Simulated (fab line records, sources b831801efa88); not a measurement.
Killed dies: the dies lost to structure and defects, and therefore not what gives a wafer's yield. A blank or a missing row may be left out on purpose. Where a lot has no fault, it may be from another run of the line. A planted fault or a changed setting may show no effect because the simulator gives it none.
fab line records    flow gf180mcu
[record] lots = 11  wafers = 33  last_day = 34
route steps=602 shown LVPWELL@63 MVPSD@139 CONTACT@303 V1@351
lots untouched by any fault: they come from a run of this same line in which no faults occurred
start_h: the number of hours between the record's first day and the start of the first shown wafer of the lot    wait_h: hours elapsed since this lot's preceding step    " unchanged from the row above    L1.1+2: several wafers, shown together as one row    - value missing, or start not given    * or withheld: withheld    < > ~ a bound
route shown NAME@n: names a module that has steps shown in the file, with the first one's number in the route    usual: mean/standard deviation taken from wafers without a fault    same: alike in all rows    chamber/n: place in a boat    sites: readings site by site    _std_site: how widely they spread, as a standard deviation    _edge_site: mean of outer sites minus mean of inner sites    radius_mm: for every site, how far away it sits from the centre of the wafer    mask NAME#n: copy n    behind: the most recent tool/chamber to have shaped the wafer    hold: what put the lot on hold/how long, in hours/how the hold closed    device: names the non-switching transistor (n, p or np)    end of line: tests run on the same wafers once the route is complete    a step with no rows: only its recipe    killed: the dies lost at the first sort to structure and to defects; this is not the yield of the wafer    map: the dies of a wafer, with x for killed, . for not killed, _ for no die there
set.NAME: the setting the step ran with; set.NAME@STEP: the setting that earlier step ran with    model.NAME: the simulator's own value behind a step, which no gauge read
route steps across a sampled set of lots; one table per step, one row per wafer
services: when a tool's chamber went out of use (start_h, in hours from the record's first day, below 0 if earlier), for how many hours, and the reason
[[steps]]
[step GF_LVPWELL_IMPLANT_09]
[recipe] species = B  energy_kev = 58.36  dose_cm2 = 5e+12  tilt_deg = 0
[usual] dose_ions_cm2 = 5e+12/5.4e+09  faraday_current_uA = 28.2/0.55
lot.wafer  tool          chamber  start_h  wait_h  dose_ions_cm2  faraday_current_uA
L902.1     implanter-02  0        74.58    0.1     5.004e+12      28.5
L902.5     "             0        "        "       4.997e+12      28.1
L902.6     "             0        "        "       5.002e+12      27.6
L903.2     implanter-01  0        81.61    0.1     5.012e+12      28.2
L903.3     "             0        "        "       5.008e+12      28.0
L903.6     "             0        "        "       5.014e+12      28.7
L906.2     implanter-02  0        96.21    0.1     4.996e+12      27.7
L906.3     "             0        "        "       5.004e+12      28.5
L906.4     "             0        "        "       4.997e+12      28.2
L909.1     implanter-02  0        114.08   0.1     4.997e+12      28.9
L909.5     "             0        "        "       5.007e+12      28.6
L909.6     "             0        "        "       5e+12          28.3
L911.1     implanter-04  0        125.83   0.1     5.001e+12      28.1
L911.3     "             0        "        "       4.998e+12      28.4
L911.6     "             0        "        "       4.999e+12      28.1
L913.2     implanter-01  0        135.36   0.1     5.008e+12      28.2
L913.3     "             0        "        "       5.002e+12      27.6
L913.5     "             0        "        "       4.994e+12      28.2
L914.3     implanter-02  0        142.50   0.1     5.002e+12      28.1
L914.5     "             0        "        "       5.013e+12      28.2
L914.6     "             0        "        "       5.004e+12      28.6
L919.2     implanter-02  0        170.43   0.1     5.43e+12       30.4
L919.3     "             0        "        "       5.439e+12      31.0
L919.5     "             0        "        "       5.424e+12      31.5
L920.3     implanter-04  0        176.58   0.1     5.005e+12      29.2
L920.4     "             0        "        "       5e+12          28.2
L920.6     "             0        "        "       5.002e+12      27.1
L923.2     implanter-02  0        195.13   1.1     5.434e+12      31.8
L923.3     "             0        "        "       5.436e+12      31.4
L923.5     "             0        "        "       5.433e+12      30.1
L924.1     implanter-01  0        197.08   0.1     5.005e+12      28.6
L924.3     "             0        "        "       4.996e+12      28.1
L924.6     "             0        "        "       5.004e+12      28.3
[step GF_VT_IMPLANT_RS_MEAS_48]
[recipe] thk_meas_gauge = four-point-probe
[usual] LVPWELL_RS = 1195/3.1
lot.wafer  tool           chamber  start_h  wait_h  hold                      LVPWELL_RS[ohm/sq]
L902.1     film_metro-01  -        162.74   0.1     -                         1202
L902.5     "              -        "        "       -                         1198
L902.6     "              -        "        "       -                         1194
L903.2     film_metro-03  -        173.35   0.1     -                         1195
L903.3     "              -        "        "       -                         1195
L903.6     "              -        "        "       -                         1194
L906.2     film_metro-02  -        190.40   0.1     -                         1187
L906.3     "              -        "        "       -                         1191
L906.4     "              -        "        "       -                         1191
L909.1     film_metro-02  -        210.73   0.1     -                         1196
L909.5     "              -        "        "       -                         1199
L909.6     "              -        "        "       -                         1199
L911.1     film_metro-03  -        226.15   0.1     -                         1189
L911.3     "              -        "        "       -                         1189
L911.6     "              -        "        "       -                         1193
L913.2     film_metro-01  -        237.05   0.1     -                         1194
L913.3     "              -        "        "       -                         1191
L913.5     "              -        "        "       -                         1190
L914.3     film_metro-01  -        245.33   0.1     -                         1197
L914.5     "              -        "        "       -                         1198
L914.6     "              -        "        "       -                         1198
L919.2     film_metro-01  -        278.77   0.1     await_dispo/0.2h/release  1174
L919.3     "              -        "        "       await_dispo/0.2h/release  1179
L919.5     "              -        "        "       await_dispo/0.2h/release  1174
L919.2     film_metro-01  -        279.06   0.3     -                         1175
L919.3     "              -        "        "       -                         1178
L919.5     "              -        "        "       -                         1173
L920.3     film_metro-01  -        285.37   0.1     -                         1197
L920.4     "              -        "        "       -                         1196
L920.6     "              -        "        "       -                         1197
L923.2     film_metro-02  -        310.07   0.1     await_dispo/0.2h/release  1179
L923.3     "              -        "        "       await_dispo/0.2h/release  1175
L923.5     "              -        "        "       await_dispo/0.2h/release  1177
L923.2     film_metro-02  -        310.36   0.3     -                         1178
L923.3     "              -        "        "       -                         1177
L923.5     "              -        "        "       -                         1178
L924.1     film_metro-01  -        311.28   0.1     -                         1193
L924.3     "              -        "        "       -                         1189
L924.6     "              -        "        "       -                         1192
[step GF_VT_IMPLANT_RS_MEAS_49]
[recipe] thk_meas_gauge = four-point-probe
[usual] MVPSD_RS = 1168.6/2.8
lot.wafer  tool           chamber  start_h  wait_h  hold                      MVPSD_RS[ohm/sq]
L902.1     film_metro-01  -        162.86   0.1     -                         1173.3
L902.5     "              -        "        "       -                         1168.9
L902.6     "              -        "        "       -                         1170.6
L903.2     film_metro-03  -        173.47   0.1     -                         1164.2
L903.3     "              -        "        "       -                         1164.9
L903.6     "              -        "        "       -                         1166.2
L906.2     film_metro-02  -        190.52   0.1     -                         1168.2
L906.3     "              -        "        "       -                         1166.6
L906.4     "              -        "        "       -                         1166.6
L909.1     film_metro-02  -        210.85   0.1     -                         1167.3
L909.5     "              -        "        "       -                         1165.6
L909.6     "              -        "        "       -                         1170.7
L911.1     film_metro-03  -        226.27   0.1     -                         1172.3
L911.3     "              -        "        "       -                         1168.9
L911.6     "              -        "        "       -                         1172.0
L913.2     film_metro-01  -        237.17   0.1     -                         1171.1
L913.3     "              -        "        "       -                         1174.9
L913.5     "              -        "        "       -                         1173.4
L914.3     film_metro-01  -        245.45   0.1     -                         1171.9
L914.5     "              -        "        "       -                         1167.8
L914.6     "              -        "        "       -                         1166.2
L919.2     film_metro-01  -        283.52   4.4     await_dispo/4.3h/release  1168.6
L919.3     "              -        "        "       await_dispo/4.3h/release  1167.9
L919.5     "              -        "        "       await_dispo/4.3h/release  1166.7
L920.3     film_metro-01  -        285.49   0.1     -                         1170.2
L920.4     "              -        "        "       -                         1169.7
L920.6     "              -        "        "       -                         1169.4
L924.1     film_metro-01  -        311.40   0.1     -                         1169.0
L924.3     "              -        "        "       -                         1166.1
L924.6     "              -        "        "       -                         1167.7
L923.2     film_metro-02  -        311.59   1.2     await_dispo/1.1h/release  1171.6
L923.3     "              -        "        "       await_dispo/1.1h/release  1169.7
L923.5     "              -        "        "       await_dispo/1.1h/release  1170.4
[step GF_CONTACT_ETCH_16]
[recipe] chemistry = N2/H2  target_depth_a = withheld  overetch_a = withheld  time_s = withheld  target = BARC  ion_energy_ev = 200  source_w = 500  bias_w = 100  pressure_mtorr = 30  n2_flow_sccm = 100  h2_flow_sccm = 200
[usual] bias_w = 99.98/0.28  drypump_motor_current_A = 5.7/0.44  oes_product_au = 0.856/0.0045  throttle_valve_pct = 13.225/0.0099
lot.wafer  tool         chamber  start_h  wait_h  bias_w  drypump_motor_current_A  oes_product_au  throttle_valve_pct
L902.1     rie_diel-02  3        369.50   0.0     100.03  5.9                      0.850           13.243
L902.5     "            1        "        "       99.40   6.3                      0.850           13.230
L902.6     "            0        "        "       100.48  6.4                      0.850           13.220
L903.2     rie_diel-03  1        382.25   0.0     99.99   5.8                      0.850           13.230
L903.3     "            3        "        "       100.09  5.3                      0.851           13.219
L903.6     "            2        "        "       99.79   5.1                      0.858           13.225
L906.2     rie_diel-03  2        411.72   0.0     100.37  5.1                      0.855           13.218
L906.3     "            0        "        "       99.75   6.0                      0.860           13.217
L906.4     "            1        "        "       99.83   5.8                      0.861           13.227
L909.1     rie_diel-02  3        440.75   0.0     100.11  5.9                      0.851           13.230
L909.5     "            2        "        "       99.83   6.4                      0.856           13.230
L909.6     "            3        "        "       100.30  5.9                      0.857           13.234
L911.1     rie_diel-01  0        459.20   0.0     100.01  5.6                      0.852           13.226
L911.3     "            1        "        "       100.33  5.2                      0.853           13.219
L911.6     "            3        "        "       100.26  5.3                      0.854           13.227
L913.2     rie_diel-03  3        473.71   0.0     99.83   5.3                      0.858           13.236
L913.3     "            1        "        "       100.27  5.8                      0.855           13.227
L913.5     "            0        "        "       99.95   6.0                      0.856           13.226
L914.3     rie_diel-02  0        480.00   0.0     99.28   6.4                      0.859           13.225
L914.5     "            3        "        "       99.95   5.9                      0.852           13.213
L914.6     "            0        "        "       99.47   6.4                      0.858           13.238
L919.2     rie_diel-03  3        521.01   0.0     100.29  5.4                      0.859           13.217
L919.3     "            1        "        "       99.90   5.8                      0.850           13.234
L919.5     "            3        "        "       99.86   5.4                      0.855           13.220
L920.3     rie_diel-01  1        526.51   0.0     99.62   5.2                      0.856           13.232
L920.4     "            0        "        "       100.10  5.6                      0.869           13.209
L920.6     "            0        "        "       99.91   5.6                      0.850           13.216
L923.2     rie_diel-02  2        552.00   0.0     100.29  6.3                      0.854           13.219
L923.3     "            0        "        "       99.91   6.5                      0.857           13.227
L923.5     "            1        "        "       99.75   6.3                      0.861           13.231
L924.1     rie_diel-03  1        558.47   0.0     99.97   5.8                      0.861           13.214
L924.3     "            0        "        "       100.37  6.0                      0.854           13.232
L924.6     "            0        "        "       100.35  6.1                      0.860           13.237
[step GF_V1_ETCH_16]
[recipe] chemistry = N2/H2  target_depth_a = withheld  overetch_a = withheld  time_s = withheld  target = BARC  ion_energy_ev = 200  source_w = 500  bias_w = 100  pressure_mtorr = 30  n2_flow_sccm = 100  h2_flow_sccm = 200
[usual] bias_w = 100.0/0.32  drypump_motor_current_A = 5.9/0.43  oes_product_au = 0.856/0.0043  throttle_valve_pct = 13.225/0.0095
lot.wafer  tool         chamber  start_h  wait_h  bias_w  drypump_motor_current_A  oes_product_au  throttle_valve_pct
L902.1     rie_diel-02  1        418.35   0.0     100.1   6.3                      0.862           13.226
L902.5     "            3        "        "       99.7    5.9                      0.859           13.232
L902.6     "            2        "        "       100.8   6.3                      0.848           13.226
L903.2     rie_diel-04  0        432.09   0.0     100.3   5.4                      0.858           13.222
L903.3     "            3        "        "       100.4   6.0                      0.858           13.228
L903.6     "            2        "        "       99.7    5.6                      0.859           13.201
L906.2     rie_diel-03  3        461.89   0.0     100.3   5.3                      0.848           13.214
L906.3     "            0        "        "       100.3   6.0                      0.864           13.229
L906.4     "            2        "        "       99.8    5.1                      0.861           13.208
L909.1     rie_diel-04  1        491.45   0.0     100.2   6.0                      0.857           13.226
L909.5     "            0        "        "       99.6    5.4                      0.857           13.222
L909.6     "            1        "        "       100.1   6.0                      0.852           13.196
L911.1     rie_diel-02  2        511.35   0.0     100.0   6.3                      0.856           13.220
L911.3     "            0        "        "       100.2   6.4                      0.853           13.242
L911.6     "            1        "        "       99.8    6.3                      0.857           13.222
L913.2     rie_diel-02  2        523.75   0.0     100.6   6.3                      0.851           13.232
L913.3     "            1        "        "       99.4    6.3                      0.860           13.230
L913.5     "            1        "        "       99.4    6.3                      0.857           13.229
L914.3     rie_diel-02  0        530.24   0.0     99.6    6.4                      0.857           13.244
L914.5     "            0        "        "       100.1   6.4                      0.857           13.219
L914.6     "            3        "        "       99.9    5.9                      0.848           13.227
L919.2     rie_diel-02  1        570.00   0.0     100.0   6.3                      0.857           13.230
L919.3     "            0        "        "       99.8    6.4                      0.856           13.245
L919.5     "            1        "        "       99.8    6.3                      0.857           13.234
L920.3     rie_diel-03  3        574.27   0.0     99.6    5.3                      0.854           13.208
L920.4     "            2        "        "       100.0   5.1                      0.855           13.224
L920.6     "            2        "        "       99.6    5.1                      0.859           13.231
L923.2     rie_diel-02  1        599.62   0.0     99.9    6.3                      0.855           13.223
L923.3     "            0        "        "       100.0   6.4                      0.857           13.220
L923.5     "            3        "        "       99.7    5.9                      0.854           13.224
L924.1     rie_diel-03  3        604.90   0.0     99.8    5.3                      0.851           13.229
L924.3     "            0        "        "       100.0   6.1                      0.856           13.220
L924.6     "            2        "        "       99.4    5.1                      0.854           13.228
[step GF_V1_THK_MEAS_25]
[recipe] thk_meas_gauge = xrf  reads = W_of_V1_CVD_23
[usual] V1_W_THK = 342/6.5
lot.wafer  tool           chamber  start_h  wait_h  V1_W_THK[nm]
L902.1     film_metro-04  -        419.37   0.1     346
L902.5     "              -        "        "       344
L902.6     "              -        "        "       335
L903.2     film_metro-03  -        433.10   0.1     344
L903.3     "              -        "        "       351
L903.6     "              -        "        "       338
L906.2     film_metro-04  -        462.91   0.1     339
L906.3     "              -        "        "       343
L906.4     "              -        "        "       333
L909.1     film_metro-03  -        492.53   0.1     349
L909.5     "              -        "        "       350
L909.6     "              -        "        "       347
L911.1     film_metro-04  -        512.38   0.1     340
L911.3     "              -        "        "       336
L911.6     "              -        "        "       341
L913.2     film_metro-04  -        524.75   0.1     336
L913.3     "              -        "        "       332
L913.5     "              -        "        "       340
L914.3     film_metro-03  -        531.26   0.1     345
L914.5     "              -        "        "       342
L914.6     "              -        "        "       340
L919.2     film_metro-04  -        571.04   0.1     346
L919.3     "              -        "        "       345
L919.5     "              -        "        "       345
L920.3     film_metro-04  -        575.29   0.1     348
L920.4     "              -        "        "       346
L920.6     "              -        "        "       352
L923.2     film_metro-03  -        600.62   0.1     351
L923.3     "              -        "        "       345
L923.5     "              -        "        "       349
L924.1     film_metro-04  -        605.89   0.1     336
L924.3     "              -        "        "       333
L924.6     "              -        "        "       336
[[services]]
tool          chamber  start_h  hours  kind
rie_diel-03   -        69.69    0.6    repair
rie_diel-02   0        142.89   2.0    repair
rie_diel-03   -        143.27   0.8    repair
rie_diel-03   -        149.55   0.3    repair
rie_diel-02   3        186.42   1.9    repair
rie_diel-02   3        191.98   8.6    repair
implanter-02  -        196.48   1.3    repair
rie_diel-02   1        223.01   10.1   repair
rie_diel-03   -        291.91   6.7    repair
implanter-02  -        297.69   0.8    repair
rie_diel-02   -        302.10   1.8    repair
implanter-02  -        330.78   1.4    repair
rie_diel-03   1        337.21   4.9    repair
implanter-02  -        371.73   1.4    repair
implanter-02  -        391.26   3.9    repair
rie_diel-02   2        408.71   4.9    repair
implanter-02  -        463.60   5.4    repair
implanter-02  -        486.24   2.8    repair
rie_diel-03   0        506.62   10.3   repair
implanter-02  -        520.79   4.2    pm
rie_diel-02   1        536.53   9.8    repair
rie_diel-03   -        544.01   0.3    repair
rie_diel-03   3        552.95   6.4    repair
rie_diel-03   2        562.14   2.9    repair
[[key]]
[first_sign] step = GF_LVPWELL_IMPLANT_09  reading = dose_ions_cm2  direction = up  sigmas = 81  usual = 5e+12  struck = 5.433e+12
[effect] step = GF_LVPWELL_IMPLANT_09  reading = faraday_current_uA  direction = up  sigmas = 5.1  usual = 28.2  struck = 31.0
[effect] step = GF_VT_IMPLANT_RS_MEAS_48  reading = LVPWELL_RS  direction = down  sigmas = 6  usual = 1195  struck = 1176
met_at GF_LVPWELL_IMPLANT_09
struck_lots L919,L923
tester_left_out L919,L923
not_acting_at GF_CONTACT_ETCH_16,GF_V1_ETCH_16,GF_V1_THK_MEAS_25
onset_between 142.50 170.43
[fault] kind = process_parameter_drift  tool = implanter-02  chamber = -  onset_h = 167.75  steps = GF_LVPWELL_IMPLANT_09  channel = dose_cm2  offset = 4.3301e+11  shape = step  end_h = 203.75  acts_in = these_recipes_only  stated = 5e+12
// tester_left_out: of these lots the tester's yield and bins aren't shown, on N5 and GAA mostly nor the transistor test; their killed dies are dies lost to structure and defects alone, not to doping, threshold or leakage, so they don't give the yield
